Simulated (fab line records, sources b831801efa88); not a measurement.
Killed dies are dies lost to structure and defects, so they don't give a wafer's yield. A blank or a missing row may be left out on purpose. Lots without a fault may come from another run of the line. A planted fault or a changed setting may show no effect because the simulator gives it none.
Chamber matching | flow gf180mcu | GF_V4_ETCH_16 on rie_diel-03: 4 sister chambers
The step etches BARC in N2/H2. 22 wafers are shown with their chamber, then 11 later ones without.

WAFERS WITH THEIR CHAMBER
wafer  | chamber | drypump_motor_current_A (A) | oes_product_au (a.u.) | throttle_valve_pct (%)
L077.1 | 2       | 4.6                         | 0.862                 | 13.231
L077.2 | 3       | 5.5                         | 0.855                 | 13.249
L077.3 | 0       | 6.1                         | 0.855                 | 13.220
L079.1 | 0       | 6.0                         | 0.864                 | 13.214
L079.3 | 3       | 5.4                         | 0.860                 | 13.226
L079.4 | 2       | 4.6                         | 0.861                 | 13.220
L081.2 | 3       | 5.5                         | 0.850                 | 13.218
L081.5 | 2       | 4.6                         | 0.860                 | 13.227
L081.6 | 1       | 5.4                         | 0.857                 | 13.220
L083.2 | 3       | 5.5                         | 0.849                 | 13.234
L083.5 | 0       | 6.1                         | 0.855                 | 13.237
L083.6 | 1       | 5.4                         | 0.848                 | 13.225
L085.2 | 1       | 5.4                         | 0.853                 | 13.241
L085.4 | 2       | 4.7                         | 0.851                 | 13.223
L085.6 | 1       | 5.4                         | 0.856                 | 13.242
L086.4 | 3       | 5.5                         | 0.857                 | 13.220
L086.5 | 0       | 6.0                         | 0.857                 | 13.211
L086.6 | 3       | 5.5                         | 0.855                 | 13.229
L090.2 | 2       | 4.6                         | 0.854                 | 13.237
L090.4 | 1       | 5.4                         | 0.853                 | 13.220
L090.5 | 2       | 4.6                         | 0.856                 | 13.219
L091.3 | 1       | 5.4                         | 0.858                 | 13.235

SIGNATURES (means of the wafers above)
reading                 | chamber 0 | chamber 1 | chamber 2 | chamber 3 | scatter within a chamber
drypump_motor_current_A | 6.050     | 5.400     | 4.617     | 5.483     | 0.0385
oes_product_au          | 0.85775   | 0.85417   | 0.85733   | 0.85433   | 0.00411
throttle_valve_pct      | 13.22050  | 13.23050  | 13.22617  | 13.22933  | 0.00999
Rule: a wafer's distance from a chamber is the root of the sum, over the readings, of the square of ((its reading less the chamber's mean) divided by the reading's scatter). The wafer belongs to the nearest chamber; if the next one is less than 2 further off, it can't be placed. The scatter: the root of (the sum of the squares of (reading less its chamber's mean) over the shown wafers, divided by (wafers less chambers)).

WAFERS WITHOUT THEIR CHAMBER
wafer  | drypump_motor_current_A (A) | oes_product_au (a.u.) | throttle_valve_pct (%)
L091.4 | 5.4                         | 0.847                 | 13.221
L091.6 | 6.1                         | 0.851                 | 13.214
L093.4 | 6.1                         | 0.843                 | 13.236
L093.5 | 6.0                         | 0.854                 | 13.224
L093.6 | 5.5                         | 0.845                 | 13.229
L094.1 | 5.5                         | 0.856                 | 13.219
L094.2 | 4.6                         | 0.857                 | 13.224
L094.5 | 5.5                         | 0.849                 | 13.241
L097.1 | 5.5                         | 0.848                 | 13.235
L097.5 | 5.4                         | 0.859                 | 13.229
L097.6 | 6.1                         | 0.850                 | 13.204

WHICH CHAMBER EACH WENT THROUGH
wafer  | from the rows above     | in truth
L091.4 | can't be placed: 1 or 3 | 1
L091.6 | 0                       | 0
L093.4 | 0                       | 0
L093.5 | 0                       | 0
L093.6 | can't be placed: 3 or 1 | 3
L094.1 | can't be placed: 3 or 1 | 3
L094.2 | 2                       | 2
L094.5 | can't be placed: 3 or 1 | 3
L097.1 | can't be placed: 3 or 1 | 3
L097.5 | can't be placed: 1 or 3 | 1
L097.6 | 0                       | 0
Placed correctly: 5 of 11. Can't be placed from these rows: 6 (the true chamber is among the candidates in 6). Placed wrongly: 0.
